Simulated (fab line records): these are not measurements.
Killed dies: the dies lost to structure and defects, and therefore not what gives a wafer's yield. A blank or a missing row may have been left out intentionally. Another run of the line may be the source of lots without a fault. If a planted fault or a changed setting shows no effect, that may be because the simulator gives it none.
fab line records	flow sky130	part 1 of 2: steps 1 to 26 of 38
[record] lots = 5	wafers = 15	lastDay = 49
route steps=708 shown VIA1@464 METAL2@483
lots that met no fault: from a run of the same line without faults
startH: hours from the record's opening day to when the first of the lot's shown wafers began	waitH: time in hours since the lot's previous step	" identical to the entry in the row above	L1.1+2: a single row standing in for several wafers	- value missing, or start not given	* or withheld: withheld	< > ~ a bound
route shown NAME@n: NAME is a module with steps in the file, n the number in the route of the first one	usual: mean and standard deviation over wafers with no fault	same: alike in all rows	chamber/n: place in a boat	sites: readings site by site	_std_site: the values' standard deviation	_edge_site: the outer-site mean with the inner-site mean subtracted	radiusMm: for every site, how far away it sits from the centre of the wafer	mask NAME#n: copy n	behind: the most recent tool/chamber to have shaped the wafer	hold: cause of the lot's hold/its duration in hours/its outcome	device: the transistor (n, p or np) that didn't switch	end of line: the same wafers' tests at the end of the route	for a step that has no rows: nothing shown but its recipe	killed: the dies lost at the first sort to structure and to defects; this is not the yield of the wafer	map: a wafer's dies, marking killed ones x, the rest . and places with no die _
set.NAME: the run value of the setting; set.NAME@STEP: its run value at that earlier step	model.NAME: the simulator's own value behind a step, which no gauge read
lots at selected steps of the route; one table per step, one row per wafer
services: the hour from which a tool's chamber was out of use, counted from the record's first day as startH (under 0 if before that day), plus the number of hours and why
[[steps]]
[step SKY_VIA1_COAT_06]
[recipe] resist = BARC	tempC = withheld	timeS = withheld	spinRpm = 3000	resistThkNm = 60
lot.wafer	tool	chamber	startH	waitH
L074.1+5+6	lithoTrack-01	0	813.31	0.1
L076.1+3+4	lithoTrack-04	0	831.48	0.1
L079.2+3+4	lithoTrack-02	0	845.85	0.1
L089.2+3+4	lithoTrack-01	0	922.53	0.1
L090.1+2+6	lithoTrack-02	0	923.62	0.1
[step SKY_VIA1_COAT_07]
[recipe] resist = KrF-thick	spinRpm = 3000	resistThkNm = 450
lot.wafer	tool	chamber	startH	waitH
L074.1+5+6	lithoTrack-01	0	-	-
L076.1+3+4	lithoTrack-04	0	-	-
L079.2+3+4	lithoTrack-02	0	-	-
L089.2+3+4	lithoTrack-01	0	-	-
L090.1+2+6	lithoTrack-02	0	-	-
[step SKY_VIA1_SOFTBAKE_08]
[recipe] tempC = 100	timeS = 90	resist = KrF-thick
lot.wafer	tool	chamber	startH	waitH
L074.1+5+6	lithoTrack-01	0	-	-
L076.1+3+4	lithoTrack-04	0	-	-
L079.2+3+4	lithoTrack-02	0	-	-
L089.2+3+4	lithoTrack-01	0	-	-
L090.1+2+6	lithoTrack-02	0	-	-
[step SKY_VIA1_EXPOSE_09]
[recipe] maskId = VIM	na = 0.8	sourceShape = annular	sigmaInner = 0.55	sigmaOuter = 0.85	targetCdNm = 150	doseMj = 38
lot.wafer	tool	chamber	startH	waitH	mask
L074.1+5+6	krfScanner-01	0	-	-	VIM#0
L076.1+3+4	krfScanner-01	0	-	-	VIM#0
L079.2+3+4	krfScanner-02	0	-	-	VIM#0
L089.2+3+4	krfScanner-02	0	-	-	VIM#0
L090.1+2+6	krfScanner-01	0	-	-	VIM#0
[step SKY_VIA1_PEB_10]
[recipe] pebTempC = withheld	pebTimeS = withheld	resist = KrF-thick
lot.wafer	tool	chamber	startH	waitH
L074.1+5+6	lithoTrack-01	0	-	-
L076.1+3+4	lithoTrack-01	0	-	-
L079.2+3+4	lithoTrack-02	0	-	-
L089.2+3+4	lithoTrack-02	0	-	-
L090.1+2+6	lithoTrack-02	0	-	-
[step SKY_VIA1_DEVELOP_11]
[recipe] developTimeS = 60	resist = KrF-thick	devTempC = 21
lot.wafer	tool	chamber	startH	waitH
L074.1+5+6	lithoTrack-01	0	-	-
L076.1+3+4	lithoTrack-01	0	-	-
L079.2+3+4	lithoTrack-02	0	-	-
L089.2+3+4	lithoTrack-02	0	-	-
L090.1+2+6	lithoTrack-02	0	-	-
[step SKY_VIA1_CD_MEAS_12]
[recipe] targetCdNm = 150
[usual] cdNm = 150.0/1.7
lot.wafer	tool	chamber	startH	waitH	cdNm
L074.1	cdSem-01	-	826.71	-	149.8
L074.5	"	-	"	"	149.9
L074.6	"	-	"	"	150.2
L076.1	cdSem-02	-	845.76	-	149.9
L076.3	"	-	"	"	150.4
L076.4	"	-	"	"	152.5
L079.2	cdSem-02	-	859.04	-	150.5
L079.3	"	-	"	"	149.9
L079.4	"	-	"	"	150.5
L089.2	cdSem-02	-	935.19	-	151.1
L089.3	"	-	"	"	151.2
L089.4	"	-	"	"	148.8
L090.1	cdSem-02	-	936.42	-	149.9
L090.2	"	-	"	"	149.2
L090.6	"	-	"	"	148.5
[step SKY_VIA1_OVL_MEAS_13]
[usual] VIA1_OVL = -3/4.3
lot.wafer	tool	chamber	startH	waitH	VIA1_OVL[nm]
L074.1	overlay-01	-	826.83	0.1	-5
L074.5	"	-	"	"	-2
L074.6	"	-	"	"	-3
L076.1	overlay-02	-	845.88	0.1	3
L076.3	"	-	"	"	-1
L076.4	"	-	"	"	-6
L079.2	overlay-01	-	859.15	0.1	-1
L079.3	"	-	"	"	1
L079.4	"	-	"	"	-3
L089.2	overlay-02	-	935.30	0.1	-7
L089.3	"	-	"	"	-9
L089.4	"	-	"	"	-10
L090.1	overlay-02	-	936.54	0.1	3
L090.2	"	-	"	"	-1
L090.6	"	-	"	"	2
[step SKY_VIA1_ETCH_14]
[recipe] chemistry = N2/H2	target = BARC	ionEnergyEv = 200	sourceW = 500	biasW = 100	pressureMtorr = 30	n2FlowSccm = 100	h2FlowSccm = 200	stopOn = SiO2	timeS = 45.9	targetDepthA = 600
[usual] drypumpMotorCurrentA = 5.68/0.28	n2FlowSccm = 100.0/0.34	oesProductAu = 0.854/0.0046	rfFwdPowerW = 494.6/2.2	throttleValvePct = 13.225/0.0084
lot.wafer	tool	chamber	startH	waitH	drypumpMotorCurrentA	n2FlowSccm	oesProductAu	rfFwdPowerW	rfHoursCounterH	throttleValvePct
L074.1	rieDiel-02	3	826.86	0.0	5.53	100.4	0.851	492.4	6	13.226
L074.5	"	2	"	"	5.61	99.7	0.848	496.5	-	13.222
L074.6	"	1	"	"	5.39	100.2	0.852	491.3	-	13.236
L076.1	rieDiel-04	2	845.91	0.0	5.46	99.4	0.849	498.7	11	13.225
L076.3	"	0	"	"	5.45	100.2	0.856	495.1	16	13.225
L076.4	"	3	"	"	5.47	100.0	0.852	494.9	9	13.227
L079.2	rieDiel-02	0	859.18	0.0	5.93	99.8	0.852	493.2	3	13.228
L079.3	"	2	"	"	5.60	100.5	0.864	494.0	4	13.211
L079.4	"	1	"	"	5.43	99.3	0.852	492.2	21	13.222
L089.2	rieDiel-04	1	935.33	0.0	5.87	100.0	0.854	499.0	23	13.225
L089.3	"	3	"	"	5.46	100.3	0.858	496.8	12	13.229
L089.4	"	0	"	"	5.46	99.6	0.844	494.2	18	13.230
L090.1	rieDiel-04	3	936.58	0.0	5.45	99.9	0.851	497.1	12	13.215
L090.2	"	2	"	"	5.46	99.9	0.860	493.6	15	13.232
L090.6	"	1	"	"	5.85	99.8	0.854	497.1	-	13.212
[step SKY_VIA1_ETCH_15]
[recipe] target = SiO2	chemistry = C4F8/O2/Ar	targetDepthNm = 351	stopOn = TiN	maskMaterial = KrF-thick	sourceW = 1500	biasW = 1200	pressureMtorr = 40	c4f8FlowSccm = withheld	O2_flow_sccm = 6	Ar_flow_sccm = 300	timeS = 54
[usual] oesProductAu = 0.983/0.0055	rfFwdPowerW = 1485/6.5
lot.wafer	tool	chamber	startH	waitH	oesProductAu	rfFwdPowerW	rfHoursCounterH
L074.1	rieDiel-02	3	826.90	0.0	0.987	1486	6
L074.5	"	2	"	"	0.987	1491	-
L074.6	"	1	"	"	0.992	1475	-
L076.1	rieDiel-04	2	845.95	0.0	0.975	1479	11
L076.3	"	0	"	"	0.974	1490	16
L076.4	"	3	"	"	0.989	1492	9
L079.2	rieDiel-02	0	859.22	0.0	0.984	1490	3
L079.3	"	2	"	"	0.997	1501	4
L079.4	"	1	"	"	0.989	1468	21
L089.2	rieDiel-04	1	935.37	0.0	0.968	1489	23
L089.3	"	3	"	"	0.971	1483	12
L089.4	"	0	"	"	0.972	1481	18
L090.1	rieDiel-04	3	936.62	0.0	0.984	1484	12
L090.2	"	2	"	"	0.979	1480	15
L090.6	"	1	"	"	0.981	1486	-
[step SKY_VIA1_STRIP_16]
[recipe] chemistry = O2/N2	powerW = 1400	pressureMtorr = 1500	platenTempC = withheld	o2FlowSccm = 3000	n2FlowSccm = 300	overashFraction = 0.5
[usual] drypumpMotorCurrentA = 6.2/0.45	n2FlowSccm = 300.0/0.82	o2FlowSccm = 2999/8	oesProductAu = 0.415/0.0041	stripTimeToEndpointS = 4.453/0.024
lot.wafer	tool	chamber	startH	waitH	drypumpMotorCurrentA	n2FlowSccm	o2FlowSccm	oesProductAu	rfHoursCounterH	stripTimeToEndpointS
L074.1	plasmaAsher-04	1	826.95	0.0	6.3	298.9	2997	0.409	8	4.451
L074.5	"	0	"	"	6.5	301.3	3010	0.409	-	4.468
L074.6	"	1	"	"	6.3	299.0	2997	0.406	-	4.462
L076.1	plasmaAsher-02	0	846.00	0.0	5.5	300.1	2994	0.422	39	4.444
L076.3	"	0	"	"	5.5	300.3	3006	0.418	-	4.482
L076.4	"	1	"	"	5.9	300.3	3005	0.414	-	4.431
L079.2	plasmaAsher-02	0	859.27	0.0	5.5	299.8	2989	0.412	41	4.448
L079.3	"	1	"	"	5.9	299.6	2990	0.410	-	4.415
L079.4	"	0	"	"	5.5	300.3	2993	0.414	-	4.416
L089.2	plasmaAsher-03	0	935.42	0.0	5.9	299.8	2995	0.415	113	4.466
L089.3	"	0	"	"	5.9	299.3	3009	0.417	-	4.464
L089.4	"	1	"	"	6.8	299.6	3007	0.418	-	4.489
L090.1	plasmaAsher-04	1	936.67	0.0	6.3	300.2	3010	0.409	17	4.462
L090.2	"	0	"	"	6.5	298.8	2996	0.416	17	4.463
L090.6	"	1	"	"	6.3	299.7	3005	0.408	-	4.445
[step SKY_VIA1_STRIP_17]
[recipe] chemistry = postEtchResidueRemover	timeS = 1200	tempC = 72.5
lot.wafer	tool	chamber	startH	waitH
L074.1+5+6	wetBench-01	0	827.05	0.1
L076.1+3+4	wetBench-02	0	846.10	0.1
L079.2+3+4	wetBench-03	3	859.37	0.1
L089.2+3+4	wetBench-03	0	935.52	0.1
L090.1+2+6	wetBench-01	3	936.77	0.1
[step SKY_VIA1_CLEAN_18]
[recipe] chemistry = IPA	timeS = 180	tempC = 25
lot.wafer	tool	chamber	startH	waitH
L074.1+5+6	wetBench-02	1	827.42	0.0
L076.1+3+4	wetBench-01	2	846.44	0.0
L079.2+3+4	wetBench-02	0	859.74	0.0
L089.2+3+4	wetBench-01	0	936.20	0.0
L090.1+2+6	wetBench-03	2	937.45	0.0
[step SKY_VIA1_CLEAN_19]
[recipe] chemistry = O3/DIW	dry = n2Spin
lot.wafer	tool	chamber	startH	waitH
L074.1+5+6	wetBench-01	3	827.49	0.0
L076.1+3+4	wetBench-03	0	846.51	0.0
L079.2+3+4	wetBench-01	1	859.80	0.0
L089.2+3+4	wetBench-03	2	936.32	0.0
L090.1+2+6	wetBench-02	0	937.57	0.0
[step SKY_VIA1_SPUTTER_20]
[recipe] material = TiN	targetThkNm = 20	chamberPressurePa = 5	powerW = 4000	timeS = 80
[usual] cathodeDcPowerW = 4000.0/0.73	throttleValvePct = 29.9/0.92
lot.wafer	tool	chamber	startH	waitH	cathodeDcPowerW	throttleValvePct
L074.1	pvdSputter-01	-	827.59	0.0	4000.4	28.4
L074.5	"	-	"	"	4000.0	28.4
L074.6	"	-	"	"	3998.8	29.9
L076.1	pvdSputter-01	-	846.60	0.0	3999.8	30.2
L076.3	"	-	"	"	3999.7	28.5
L076.4	"	-	"	"	3999.4	30.8
L079.2	pvdSputter-02	-	859.89	0.0	4000.0	29.9
L079.3	"	-	"	"	4000.6	28.4
L079.4	"	-	"	"	3999.4	30.2
L089.2	pvdSputter-01	-	936.50	0.0	3999.8	28.6
L089.3	"	-	"	"	3999.5	30.6
L089.4	"	-	"	"	4000.7	29.8
L090.1	pvdSputter-04	-	937.66	0.0	3999.5	30.6
L090.2	"	-	"	"	4000.7	29.6
L090.6	"	-	"	"	4000.7	30.6
[step SKY_VIA1_CVD_21]
[recipe] material = W	targetThkNm = 270	timeS = 80.902	tempC = 400	pressureTorr = 40
[usual] heaterPowerW = 823/60
lot.wafer	tool	chamber	startH	waitH	heaterPowerW
L074.1	cvdW-01	0	827.65	0.0	757
L074.5	"	0	"	"	761
L074.6	"	1	"	"	890
L076.1	cvdW-01	1	846.66	0.0	869
L076.3	"	1	"	"	900
L076.4	"	0	"	"	748
L079.2	cvdW-02	1	859.95	0.0	802
L079.3	"	0	"	"	864
L079.4	"	1	"	"	781
L089.2	cvdW-02	0	936.56	0.0	872
L089.3	"	0	"	"	864
L089.4	"	1	"	"	785
L090.1	cvdW-01	1	937.72	0.0	874
L090.2	"	0	"	"	751
L090.6	"	1	"	"	860
[step SKY_VIA1_RS_MEAS_22]
[recipe] thkMeasGauge = four-point-probe	reads = W_of_VIA1_CVD_21+TiN_of_VIA1_SPUTTER_20
[usual] VIA1_W_RS = 0.425/0.004
lot.wafer	tool	chamber	startH	waitH	VIA1_W_RS[ohm/sq]
L074.1	filmMetro-02	-	827.74	0.1	0.418
L074.5	"	-	"	"	0.421
L074.6	"	-	"	"	0.420
L076.1	filmMetro-02	-	846.75	0.1	0.428
L076.3	"	-	"	"	0.426
L076.4	"	-	"	"	0.426
L079.2	filmMetro-01	-	860.06	0.1	0.423
L079.3	"	-	"	"	0.426
L079.4	"	-	"	"	0.425
L089.2	filmMetro-02	-	936.68	0.1	0.426
L089.3	"	-	"	"	0.425
L089.4	"	-	"	"	0.421
L090.1	filmMetro-01	-	937.81	0.1	0.432
L090.2	"	-	"	"	0.425
L090.6	"	-	"	"	0.429
[step SKY_VIA1_THK_MEAS_23]
[recipe] thkMeasGauge = xrf	reads = W_of_VIA1_CVD_21
[usual] VIA1_W_THK = 276/3.2
lot.wafer	tool	chamber	startH	waitH	VIA1_W_THK[nm]
L074.1	filmMetro-02	-	827.86	0.1	279
L074.5	"	-	"	"	278
L074.6	"	-	"	"	279
L076.1	filmMetro-02	-	846.87	0.1	274
L076.3	"	-	"	"	275
L076.4	"	-	"	"	276
L079.2	filmMetro-01	-	860.17	0.1	274
L079.3	"	-	"	"	273
L079.4	"	-	"	"	276
L089.2	filmMetro-02	-	936.79	0.1	275
L089.3	"	-	"	"	275
L089.4	"	-	"	"	277
L090.1	filmMetro-01	-	937.93	0.1	269
L090.2	"	-	"	"	275
L090.6	"	-	"	"	271
[step SKY_VIA1_CMP_24]
[recipe] stopOn = SiO2	tOverpolishS = 15	downForcePsi = 3.5	platenRpm = 60	targetThkNm = 0	padVelocityMS = 0.94248
[usual] motorCurrentA = 10.5/0.68	overpolishRunS = 15.000/0.0097	retainingRingPressureFrac = 1.000/0.0053	timeToEndpointS = 65/3.3
lot.wafer	tool	chamber	startH	waitH	motorCurrentA	overpolishRunS	retainingRingPressureFrac	timeToEndpointS
L074.1	cmp-01	1	827.92	0.1	10.9	15.004	0.999	66
L074.5	"	1	"	"	11.2	15.003	0.991	66
L074.6	"	2	"	"	10.1	14.995	0.995	60
L076.1	cmp-02	2	846.93	0.1	10.0	14.995	0.996	64
L076.4	"	0	"	"	9.5	14.992	1.009	66
L076.3	"	1	"	"	10.0	15.017	1.002	63
L079.3	cmp-02	2	860.22	0.0	10.0	14.999	1.002	67
L079.4	"	3	"	"	10.7	15.017	1.003	64
L079.2	"	0	"	"	9.7	15.002	1.000	64
L089.4	cmp-01	1	936.84	0.0	11.3	15.000	0.994	69
L089.2	"	2	"	"	10.3	15.001	1.006	62
L089.3	"	0	"	"	10.6	15.005	1.000	65
L090.2	cmp-01	0	938.04	0.1	10.9	14.985	1.002	66
L090.1	"	2	"	"	10.6	15.004	0.999	62
L090.6	"	3	"	"	12.2	15.010	0.995	68
[step SKY_METAL2_SPUTTER_00]
[recipe] material = Ti	targetThkNm = 15	powerW = 3000	timeS = 10	chamberPressurePa = 0.4
[usual] cathodeDcPowerW = 2999.9/0.6	throttleValvePct = 30.1/0.74
lot.wafer	tool	chamber	startH	waitH	cathodeDcPowerW	throttleValvePct
L074.1	pvdSputter-03	-	828.22	0.2	3000.2	30.3
L074.5	"	-	"	"	3000.1	29.3
L074.6	"	-	"	"	2999.6	29.8
L076.1	pvdSputter-02	-	847.23	0.2	3000.1	29.9
L076.3	"	-	"	"	2999.6	30.7
L076.4	"	-	"	"	2999.6	29.7
L079.2	pvdSputter-04	-	860.52	0.1	3000.1	30.3
L079.3	"	-	"	"	3000.6	31.4
L079.4	"	-	"	"	3000.0	29.5
L089.2	pvdSputter-03	-	937.14	0.2	3000.5	29.6
L089.3	"	-	"	"	2999.1	29.8
L089.4	"	-	"	"	3000.5	30.4
L090.1	pvdSputter-02	-	938.29	0.1	3000.0	31.0
L090.2	"	-	"	"	2999.8	28.2
L090.6	"	-	"	"	3000.1	28.1
[step SKY_METAL2_SPUTTER_01]
[recipe] material = TiN	targetThkNm = 20	powerW = 6500	timeS = 16.7	chamberPressurePa = 0.4
[usual] cathodeDcPowerW = 6500.0/1.2	throttleValvePct = 30.1/0.71
lot.wafer	tool	chamber	startH	waitH	cathodeDcPowerW	throttleValvePct
L074.1	pvdSputter-03	-	828.24	0.0	6500.2	30.2
L074.5	"	-	"	"	6502.2	29.1
L074.6	"	-	"	"	6501.8	29.7
L076.1	pvdSputter-02	-	847.25	0.0	6500.1	29.9
L076.3	"	-	"	"	6500.4	30.6
L076.4	"	-	"	"	6500.6	30.0
L079.2	pvdSputter-04	-	860.55	0.0	6500.0	30.2
L079.3	"	-	"	"	6500.1	31.1
L079.4	"	-	"	"	6498.0	29.4
L089.2	pvdSputter-03	-	937.16	0.0	6498.5	29.0
L089.3	"	-	"	"	6500.1	29.7
L089.4	"	-	"	"	6497.5	30.0
L090.1	pvdSputter-02	-	938.32	0.0	6501.8	30.7
L090.2	"	-	"	"	6501.2	28.2
L090.6	"	-	"	"	6498.1	28.0
[step SKY_METAL2_SPUTTER_02]
[recipe] material = AlCu	targetThkNm = 250	powerW = 10600	timeS = 13.3	chamberPressurePa = 0.4
[usual] cathodeDcPowerW = 10600/1.9	throttleValvePct = 30.0/0.73
lot.wafer	tool	chamber	startH	waitH	cathodeDcPowerW	throttleValvePct
L074.1	pvdSputter-03	-	828.27	0.0	10601	30.3
L074.5	"	-	"	"	10598	29.2
L074.6	"	-	"	"	10598	29.8
L076.1	pvdSputter-02	-	847.28	0.0	10601	29.9
L076.3	"	-	"	"	10600	30.9
L076.4	"	-	"	"	10600	29.8
L079.2	pvdSputter-04	-	860.57	0.0	10602	30.0
L079.3	"	-	"	"	10599	31.6
L079.4	"	-	"	"	10598	29.4
L089.2	pvdSputter-03	-	937.18	0.0	10605	29.4
L089.3	"	-	"	"	10598	29.7
L089.4	"	-	"	"	10600	30.5
L090.1	pvdSputter-02	-	938.34	0.0	10600	30.8
L090.2	"	-	"	"	10601	28.1
L090.6	"	-	"	"	10602	28.3
[step SKY_METAL2_SPUTTER_03]
[recipe] material = Ti	targetThkNm = 5	powerW = 3000	timeS = 3.3	chamberPressurePa = 0.4
[usual] cathodeDcPowerW = 3000.0/0.51	throttleValvePct = 30.1/0.74
lot.wafer	tool	chamber	startH	waitH	cathodeDcPowerW	throttleValvePct
L074.1	pvdSputter-03	-	828.29	0.0	2999.9	30.6
L074.5	"	-	"	"	3000.3	29.5
L074.6	"	-	"	"	2999.5	29.6
L076.1	pvdSputter-02	-	847.30	0.0	3000.4	30.1
L076.3	"	-	"	"	2999.3	30.7
L076.4	"	-	"	"	3000.3	30.2
L079.2	pvdSputter-04	-	860.60	0.0	3000.5	29.7
L079.3	"	-	"	"	3000.3	31.3
L079.4	"	-	"	"	3000.7	29.4
L089.2	pvdSputter-03	-	937.21	0.0	3000.6	29.2
L089.3	"	-	"	"	3000.4	29.9
L089.4	"	-	"	"	3000.2	30.4
L090.1	pvdSputter-02	-	938.37	0.0	3000.5	30.7
L090.2	"	-	"	"	2999.6	28.2
L090.6	"	-	"	"	2999.1	28.2
[step SKY_METAL2_SPUTTER_04]
[recipe] material = TiN	targetThkNm = 70	powerW = 6500	timeS = 58.3	chamberPressurePa = 0.4
[usual] cathodeDcPowerW = 6499.9/1.3	throttleValvePct = 30.1/0.71
lot.wafer	tool	chamber	startH	waitH	cathodeDcPowerW	throttleValvePct
L074.1	pvdSputter-03	-	828.31	0.0	6500.7	30.5
L074.5	"	-	"	"	6499.2	29.2
L074.6	"	-	"	"	6499.4	29.7
L076.1	pvdSputter-02	-	847.32	0.0	6500.7	29.9
L076.3	"	-	"	"	6499.3	31.0
L076.4	"	-	"	"	6501.7	29.8
L079.2	pvdSputter-04	-	860.62	0.0	6499.1	30.0
L079.3	"	-	"	"	6499.0	31.3
L079.4	"	-	"	"	6500.7	29.5
L089.2	pvdSputter-03	-	937.23	0.0	6501.1	29.0
L089.3	"	-	"	"	6499.5	29.7
L089.4	"	-	"	"	6501.4	30.5
L090.1	pvdSputter-02	-	938.38	0.0	6499.2	30.6
L090.2	"	-	"	"	6501.7	28.2
L090.6	"	-	"	"	6500.7	28.1
[step SKY_METAL2_RS_MEAS_05]
[recipe] thkMeasGauge = four-point-probe	reads = TiN_of_METAL2_SPUTTER_04+Ti_of_METAL2_SPUTTER_03+AlCu_of_METAL2_SPUTTER_02+TiN_of_METAL2_SPUTTER_01+Ti_of_METAL2_SPUTTER_00
[usual] METAL2_ALCU_RS = 0.1270/0.0014
lot.wafer	tool	chamber	startH	waitH	METAL2_ALCU_RS[ohm/sq]
L074.1	filmMetro-04	-	828.36	0.0	0.1259
L074.5	"	-	"	"	0.1275
L074.6	"	-	"	"	0.1261
L076.1	filmMetro-04	-	847.37	0.0	0.1273
L076.3	"	-	"	"	0.1267
L076.4	"	-	"	"	0.1264
L079.2	filmMetro-04	-	860.68	0.0	0.1246
L079.3	"	-	"	"	0.1242
L079.4	"	-	"	"	0.1246
L089.2	filmMetro-02	-	937.30	0.0	0.1262
L089.3	"	-	"	"	0.1251
L089.4	"	-	"	"	0.1252
L090.1	filmMetro-01	-	938.43	0.0	0.1284
L090.2	"	-	"	"	0.1289
L090.6	"	-	"	"	0.1286
[step SKY_METAL2_THK_MEAS_06]
[recipe] thkMeasGauge = xrf	reads = AlCu_of_METAL2_SPUTTER_02
[usual] METAL2_ALCU_THK = 246/3
lot.wafer	tool	chamber	startH	waitH	METAL2_ALCU_THK[nm]
L074.1	filmMetro-04	-	828.48	0.1	248
L074.5	"	-	"	"	247
L074.6	"	-	"	"	248
L076.1	filmMetro-04	-	847.49	0.1	247
L076.3	"	-	"	"	245
L076.4	"	-	"	"	246
L079.2	filmMetro-04	-	860.79	0.1	250
L079.3	"	-	"	"	252
L079.4	"	-	"	"	251
L089.2	filmMetro-02	-	937.41	0.1	246
L089.3	"	-	"	"	248
L089.4	"	-	"	"	250
L090.1	filmMetro-01	-	938.55	0.1	245
L090.2	"	-	"	"	243
L090.6	"	-	"	"	245
